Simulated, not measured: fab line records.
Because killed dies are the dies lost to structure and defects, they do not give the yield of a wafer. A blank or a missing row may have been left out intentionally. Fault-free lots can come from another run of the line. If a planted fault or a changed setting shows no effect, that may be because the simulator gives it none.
The tool behind it: which one?    flow gf180mcu    11 lots with 33 wafers sampled at 6 steps, on a route of 602 steps

WHAT EACH GAUGE READ, for each wafer
GF_PSD_RS_MEAS_14: measures by four-point-probe.
lot   measured      on            NSD_RS (ohm/sq)
L196  day 14 03:47  filmMetro-04  46.22 45.92 46.16
L198  day 15 00:16  filmMetro-04  46.07 46.08 46.11
L199  day 15 06:40  filmMetro-04  46.02 46.13 46.19
L200  day 15 15:11  filmMetro-02  46.11 46.14 46.21
L201  day 15 20:57  filmMetro-03  46.84 46.72 46.68
L202  day 16 09:43  filmMetro-04  46.74 46.84 46.68
L212  day 19 19:32  filmMetro-02  46.06 46.34 46.11
L215  day 21 05:41  filmMetro-03  46.20 46.17 46.22
L217  day 21 16:46  filmMetro-03  46.24 46.20 46.21
L219  day 22 10:44  filmMetro-03  46.01 46.03 46.00
L218  day 22 11:02  filmMetro-02  46.25 46.18 46.33

GF_V2_OVL_MEAS_15.
lot   measured      on          V2_OVL (nm)
L196  day 20 04:44  overlay-02  6 5 8
L198  day 21 02:16  overlay-01  0 -1 -1
L199  day 21 10:29  overlay-02  -3 -1 -5
L200  day 21 17:43  overlay-01  -4 2 -1
L201  day 22 11:34  overlay-02  1 -2 -5
L202  day 22 18:13  overlay-02  2 -4 -5
L212  day 25 19:20  overlay-02  -6 -1 2
L215  day 27 02:47  overlay-01  -6 -6 0
L217  day 27 11:20  overlay-01  0 -2 0
L219  day 28 02:04  overlay-01  -4 -3 -1
L218  day 28 03:52  overlay-01  8 1 4

GF_V2_RS_MEAS_24: measures by four-point-probe.
lot   measured      on            V2_W_RS (ohm/sq)
L196  day 20 05:42  filmMetro-02  0.332 0.331 0.330
L198  day 21 03:19  filmMetro-01  0.328 0.328 0.332
L199  day 21 11:26  filmMetro-04  0.329 0.330 0.334
L200  day 21 18:44  filmMetro-02  0.333 0.325 0.330
L201  day 22 12:38  filmMetro-04  0.325 0.323 0.328
L202  day 22 19:20  filmMetro-01  0.330 0.334 0.333
L212  day 25 20:16  filmMetro-02  0.334 0.330 0.332
L215  day 27 04:08  filmMetro-04  0.332 0.331 0.331
L217  day 27 12:16  filmMetro-01  0.325 0.328 0.331
L219  day 28 02:58  filmMetro-01  0.331 0.330 0.330
L218  day 28 04:53  filmMetro-04  0.329 0.328 0.328

WHAT TOOL EACH LOT RAN ON (gives the tool, then ch and the chambers of the sampled wafers, and finally the start)
lot   GF_NSD_IMPLANT_09                GF_NSD_STRIP_11                      GF_V2_CMP_04
L196  implanter-01 ch 0, day 13 07:01  plasmaAsher-01 ch 0,1, day 13 07:17  cmp-02 ch 1,2, day 19 04:01
L198  implanter-03 ch 0, day 14 02:34  plasmaAsher-01 ch 0,1, day 14 02:50  cmp-01 ch 0,1,2, day 20 01:55
L199  implanter-02 ch 0, day 14 08:50  plasmaAsher-03 ch 0,1, day 14 09:05  cmp-02 ch 1,2, day 20 10:05
L200  implanter-02 ch 0, day 14 16:44  plasmaAsher-01 ch 0,1, day 14 17:02  cmp-01 ch 0,1,3, day 20 17:41
L201  implanter-02 ch 0, day 14 22:55  plasmaAsher-04 ch 0,1, day 14 23:13  cmp-01 ch 1,2, day 21 12:13
L202  implanter-02 ch 0, day 15 10:43  plasmaAsher-04 ch 0,1, day 15 10:59  cmp-01 ch 1,2, day 21 18:50
L212  implanter-01 ch 0, day 18 18:33  plasmaAsher-04 ch 0,1, day 18 18:50  cmp-01 ch 1,2, day 24 21:52
L215  implanter-02 ch 0, day 20 05:46  plasmaAsher-01 ch 0, day 20 06:04    cmp-01 ch 0,2,3, day 26 05:42
L217  implanter-02 ch 0, day 20 16:52  plasmaAsher-03 ch 0,1, day 20 17:09  cmp-02 ch 0,3, day 26 14:20
L219  implanter-02 ch 0, day 21 10:09  plasmaAsher-01 ch 0,1, day 21 10:27  cmp-02 ch 0,2,3, day 27 05:41
L218  implanter-03 ch 0, day 21 10:21  plasmaAsher-04 ch 0,1, day 21 10:39  cmp-02 ch 1,2, day 27 07:32
- GF_NSD_IMPLANT_09
- GF_NSD_STRIP_11: strips in O2/N2.
- GF_V2_CMP_04: polishes SiO2.

WHAT THE TOOLS THEMSELVES READ (means of the sampled wafers that have a number; where no wafer has one, the mark that the record gives instead)
GF_NSD_IMPLANT_09.
lot   tool          beamOnS (s)  doseIonsCm2  endStationPressureTorr (Torr)
L196  implanter-01  19.6         3.997e+15    1.28e-05
L198  implanter-03  17.9         4.001e+15    1.36e-05
L199  implanter-02  16.8         4.007e+15    1.51e-05
L200  implanter-02  16.9         3.999e+15    1.39e-05
L201  implanter-02  17.0         4.001e+15    1.40e-05
L202  implanter-02  17.0         4.000e+15    1.47e-05
L212  implanter-01  19.8         4.002e+15    1.31e-05
L215  implanter-02  17.2         4.006e+15    1.40e-05
L217  implanter-02  16.8         4.003e+15    1.40e-05
L219  implanter-02  16.7         4.003e+15    1.44e-05
L218  implanter-03  17.6         4.003e+15    1.33e-05

GF_NSD_STRIP_11.
lot   tool            chamberPressureMTorr (mTorr)  drypumpMotorCurrentA (A)  heaterPowerW (W)  oesProductAu (a.u.)  stripTimeToEndpointS (s)
L196  plasmaAsher-01  1499.8                        5.1                       344               0.487                22.91
L198  plasmaAsher-01  1499.6                        5.1                       340               0.486                22.94
L199  plasmaAsher-03  1499.6                        5.6                       305               0.490                22.92
L200  plasmaAsher-01  1499.3                        5.1                       341               0.491                22.94
L201  plasmaAsher-04  1499.8                        5.5                       346               0.495                22.51
L202  plasmaAsher-04  1500.0                        5.6                       348               0.487                22.52
L212  plasmaAsher-04  1499.3                        5.5                       341               0.488                23.02
L215  plasmaAsher-01  1499.8                        5.6                       352               0.490                22.98
L217  plasmaAsher-03  1500.5                        5.6                       307               0.487                22.93
L219  plasmaAsher-01  1498.0                        5.4                       341               0.489                22.93
L218  plasmaAsher-04  1500.1                        5.6                       346               0.487                22.97

GF_V2_CMP_04.
lot   tool    edgeZonePressureFrac  motorCurrentA (A)  timeToEndpointS (s)
L196  cmp-02  0.993                 11.8               77
L198  cmp-01  1.004                 13.0               75
L199  cmp-02  1.001                 12.0               79
L200  cmp-01  1.004                 12.8               82
L201  cmp-01  1.000                 12.2               76
L202  cmp-01  1.002                 12.6               75
L212  cmp-01  1.001                 12.0               79
L215  cmp-01  0.998                 13.6               74
L217  cmp-02  1.000                 12.5               80
L219  cmp-02  1.000                 12.6               73
L218  cmp-02  0.996                 12.2               73

THE ANSWER, worked out from the rows above alone
Rule: the usual values come from the lots themselves. The widest of any qualifying gaps counts: lots, ordered by their means at a reading, are off when they make up no more than a third of the lots, leave a main group of 4 or more, and stand apart from it by 3 or more times the standard deviation of that group's means. A main group whose means are all the same, to the digits that the tables above print for the reading, isn't used. Also off: a lot with no number at a reading for which 4 or more lots have one. Any other lot the step has rows for is counted as sound. After the gauges, taken in route order, come the tools' own readings; for these a lot's mean is taken, as printed above. At the first step where some lot is off, the reading lying furthest off is the one used; lots without a number count as furthest.
Off: L201, L202, at GF_PSD_RS_MEAS_14 (NSD_RS). The main group has a mean of 46.14 ohm/sq with a standard deviation of 0.07.
If a tool, at a process step before that reading, ran all the lots that are off and no sound lot after the first of them, it fits. Not tried: the gauges at GF_PSD_RS_MEAS_14; whatever is off there is also off at GF_NSD_STRIP_11, on other tools, and gauge error can't account for it. Not one of the candidates tried fits.

WHAT THE SIMULATOR PUT IN
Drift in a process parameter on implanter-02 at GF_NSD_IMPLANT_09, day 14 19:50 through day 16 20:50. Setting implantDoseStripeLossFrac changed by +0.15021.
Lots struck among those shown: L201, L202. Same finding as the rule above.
